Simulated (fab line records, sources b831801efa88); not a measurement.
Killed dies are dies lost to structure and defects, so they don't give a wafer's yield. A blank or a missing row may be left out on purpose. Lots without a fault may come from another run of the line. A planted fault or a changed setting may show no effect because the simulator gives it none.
A struck lot beside a sound one | flow sky130 | 18 steps out of a route of 708
Sound: wafers L472.1, L472.2, L472.6. Struck: wafers L479.1, L479.2, L479.4. The cause comes at the end.
At each step with rows: each side's tool, then ch and its chambers, then its first start. Under that, the readings that differ: sound wafers | struck wafers | difference of the means | sigmas: that difference in standard deviations of wafers without a fault.
alike: readings whose means differ by less than 2 such deviations, and words and numbers that are the same on both sides. not compared: withheld readings, readings that some wafer has no value for, bounds like >300 that may hide the same value, and numbers for which the record gives no deviation and whose values overlap.
The two part at a step that has a row with sigmas, a row that says differs or no value, or rows on one side only. Numbers that don't overlap but have no deviation are shown without sigmas and don't part them. A reading that every wafer of one side lacks parts them only if that side has two wafers or more.

first, 3 steps without rows for these wafers: SKY_VT_ADJUST_NCORE_EXPOSE_04 (exposes mask LVTN COMPLEMENT THIN, target cd 380 nm); SKY_VT_ADJUST_NCORE_PEB_05; SKY_VT_ADJUST_NCORE_DEVELOP_06 (develop time 60 s).
SKY_VT_ADJUST_NCORE_CD_MEAS_07: target cd 380 nm.
  sound on cd_sem-01, day 9 00:41; struck on cd_sem-02, day 11 01:01
  alike: cd_nm
SKY_VT_ADJUST_NCORE_OVL_MEAS_08:
  sound on overlay-02, day 9 00:48; struck on overlay-02, day 11 01:08
  alike: VT_ADJUST_NCORE_OVL
then, 1 step without rows for these wafers: SKY_VT_ADJUST_NCORE_IMPLANT_09.
SKY_VT_ADJUST_NCORE_STRIP_10: strips in O2/N2.
  sound on plasma_asher-04 ch 0,1, day 9 00:59; struck on plasma_asher-03 ch 0,1, day 11 01:19
  alike: drypump_motor_current_A, oes_product_au, strip_time_to_endpoint_s
  not compared: rf_hours_counter_h
SKY_VT_ADJUST_NCORE_TW_MEAS_11:
  sound on film_metro-02, day 9 01:05; struck on film_metro-04, day 11 01:25
  alike: VT_ADJUST_NCORE_TW
then, 4 steps without rows for these wafers: SKY_VT_ADJUST_HVTR_DEHYDRATE_00 (time 60 s); SKY_VT_ADJUST_HVTR_HMDS_01 (prime time 60 s); SKY_VT_ADJUST_HVTR_COAT_02 (resist thk 1133 nm); SKY_VT_ADJUST_HVTR_SOFTBAKE_03 (time 60 s).
SKY_VT_ADJUST_HVTR_EXPOSE_04: exposes mask HVTRM, target cd 380 nm.
  sound on iline_stepper-02 ch 0, day 9 11:17; struck on iline_stepper-02 ch 0, day 11 12:41
  reading              | sound                | struck               | difference | sigmas
  exposure_dose_mJ_cm2 | 149.78 149.71 149.71 | 154.65 154.64 154.57 | +4.89      | +33
  alike: mask, reticle_temp_C, stage_vel_mm_s
then, 2 steps without rows for these wafers: SKY_VT_ADJUST_HVTR_PEB_05; SKY_VT_ADJUST_HVTR_DEVELOP_06 (develop time 60 s).
SKY_VT_ADJUST_HVTR_CD_MEAS_07: target cd 380 nm.
  sound on cd_sem-02, day 9 22:56; struck on cd_sem-02, day 12 00:14
  reading    | sound             | struck            | difference | sigmas
  cd_nm (nm) | 380.8 379.4 380.4 | 387.9 387.2 385.5 | +6.7       | +2
  not compared: hold
SKY_VT_ADJUST_HVTR_OVL_MEAS_08:
  sound on overlay-01, day 9 23:04; struck on overlay-02, day 12 00:22
  reading                 | sound        | struck         | difference | sigmas
  VT_ADJUST_HVTR_OVL (nm) | 0.8 0.4 -0.9 | -3.4 -1.8 -4.1 | -3.2       | -2
  not compared: hold
-- the record jumps here: 36 days lie between the struck wafers' starts before and after (it left off in module VT_ADJUST_HVTR and takes up again in module PAD_OPEN, whose first step shown is number 708 of the route) --
SKY_PAD_OPEN_PROBE_99:
  sound on prober-01, day 46 07:53; struck on prober-02, day 48 02:38
  reading     | sound    | struck   | difference | sigmas
  killed_dies | 85 88 96 | 73 74 69 | -18        | -2
  alike: killed_at_M0_to_M3, killed_at_M4_up, killed_at_contacts, killed_at_front_end, killed_at_other, killed_open, killed_short

WHERE THEY PART
First at SKY_VT_ADJUST_HVTR_EXPOSE_04; last, within this record, at SKY_PAD_OPEN_PROBE_99.

WHY: what the simulator had put in
Process parameter drift: iline_stepper-02, from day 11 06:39 on, at SKY_VT_ADJUST_HVTR_EXPOSE_04. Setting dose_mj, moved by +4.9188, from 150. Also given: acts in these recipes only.
